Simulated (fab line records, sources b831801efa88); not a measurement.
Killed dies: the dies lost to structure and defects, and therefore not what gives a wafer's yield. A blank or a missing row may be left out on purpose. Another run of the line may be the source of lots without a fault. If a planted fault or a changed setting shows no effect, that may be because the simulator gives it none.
Chamber matching | flow gf180mcu | GF_V3_CVD_00 on hdpcvd-01 has 3 sister chambers
The step deposits SiO2, target thk 600 nm, time 100 s. 3 wafers are shown with their chamber, then 8 later ones without.

WAFERS PAIRED WITH THEIR CHAMBERS
wafer  | chamber | sih4 flow sccm (sccm)
L419.1 | 1       | 59.97
L419.2 | 0       | 59.74
L420.3 | 2       | 60.06

WAFERS WITH NO CHAMBER GIVEN
wafer  | sih4 flow sccm (sccm)
L420.4 | 60.05
L420.6 | 60.28
L422.1 | 59.83
L422.2 | 59.79
L422.4 | 59.45
L425.3 | 60.04
L425.4 | 60.05
L425.6 | 59.97

CHAMBER TAKEN BY EACH
wafer  | from the rows above          | in truth
L420.4 | can't be placed: 2 or 1      | 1
L420.6 | can't be placed: 2 or 1      | 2
L422.1 | can't be placed: 0 or 1 or 2 | 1
L422.2 | can't be placed: 0 or 1 or 2 | 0
L422.4 | can't be placed: 0 or 1      | 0
L425.3 | can't be placed: 2 or 1      | 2
L425.4 | can't be placed: 2 or 1      | 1
L425.6 | can't be placed: 1 or 2 or 0 | 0
0 of 8 placed correctly. Cannot be placed on the basis of these rows: 8; the candidates contain the true chamber in 8. Placed wrongly: 0.
How it was worked out, from the rows above alone: a wafer's distance from a chamber is the root of the sum, over the readings, of the square of ((its reading less the chamber's mean) divided by the reading's scatter). If the next closest chamber is less than 2 further off than the closest, the wafer can't be placed; otherwise it belongs to the closest. For every chamber, the mean is computed from those of its wafers that are shown. The scatter: root of mean squared gap, hidden wafer to nearest shown wafer, with one shown wafer a chamber.
